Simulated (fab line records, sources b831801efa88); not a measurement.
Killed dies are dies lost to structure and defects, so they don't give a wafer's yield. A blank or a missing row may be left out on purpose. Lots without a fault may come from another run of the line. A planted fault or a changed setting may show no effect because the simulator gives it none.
Which tool did it? | flow sky130 | 6 lots, 18 wafers sampled, at 4 steps of a route of 708

WHAT THE GAUGES READ, wafer by wafer
SKY_VIA2_RS_MEAS_22: measures by four-point-probe.
lot  | measured     | on            | VIA2_W_RS (ohm/sq)
L143 | day 36 13:14 | film_metro-04 | 0.2730 0.2740 0.2729
L145 | day 37 07:29 | film_metro-01 | 0.2751 0.2763 0.2765
L147 | day 37 21:11 | film_metro-01 | 0.2772 0.2756 0.2784
L149 | day 38 15:23 | film_metro-01 | 0.2712 0.2746 0.2730
L151 | day 39 13:49 | film_metro-01 | 0.2736 0.2732 0.2705
L159 | day 41 16:48 | film_metro-01 | 0.2767 0.2731 0.2754

WHICH TOOL RAN EACH LOT (tool, then ch and the chambers of the sampled wafers, then the start)
lot  | SKY_METAL1_STRIP_20                  | SKY_VIA1_ETCH_15                   | SKY_METAL2_SPUTTER_01
L143 | plasma_asher-03 ch 0, day 33 00:44   | rie_diel-04 ch 0,2,3, day 34 04:47 | pvd_sputter-01, day 34 06:04
L145 | plasma_asher-04 ch 0,1, day 33 20:17 | rie_diel-01 ch 0,1,3, day 34 23:34 | pvd_sputter-01, day 35 00:54
L147 | plasma_asher-03 ch 0,1, day 34 11:17 | rie_diel-02 ch 0,2,3, day 35 14:28 | pvd_sputter-01, day 35 15:53
L149 | plasma_asher-01 ch 0,1, day 35 05:58 | rie_diel-02 ch 1,2,3, day 36 08:42 | pvd_sputter-02, day 36 10:01
L151 | plasma_asher-03 ch 0,1, day 36 05:16 | rie_diel-02 ch 1,2,3, day 37 07:47 | pvd_sputter-02, day 37 09:05
L159 | plasma_asher-03 ch 0,1, day 38 10:04 | rie_diel-04 ch 0,3, day 39 12:29   | pvd_sputter-01, day 39 13:47
- SKY_METAL1_STRIP_20: strips in O2/N2.
- SKY_VIA1_ETCH_15: etches SiO2 in C4F8/O2/Ar, stops on TiN, target depth 351 nm, time 54 s.
- SKY_METAL2_SPUTTER_01: material TiN, target thk 20 nm, time 16.7 s.

THE ANSWER, worked out from the rows above alone
Rule: what is usual is taken from the lots themselves. Put in order of their means at a reading, lots are off if they are a third of the lots or fewer, leave a main group of 4 or more, and stand apart from it by a gap of 3 or more times the standard deviation of the main group's means; of several such gaps the widest counts. A main group whose means are all the same, to the digits that the tables above print for the reading, isn't used. A lot without any number at a reading at which 4 lots or more have one is off too. The other lots that the step has rows for count as sound.
No lot is off at any reading shown: from this, nothing can be told.

WHAT THE SIMULATOR HAD PUT IN
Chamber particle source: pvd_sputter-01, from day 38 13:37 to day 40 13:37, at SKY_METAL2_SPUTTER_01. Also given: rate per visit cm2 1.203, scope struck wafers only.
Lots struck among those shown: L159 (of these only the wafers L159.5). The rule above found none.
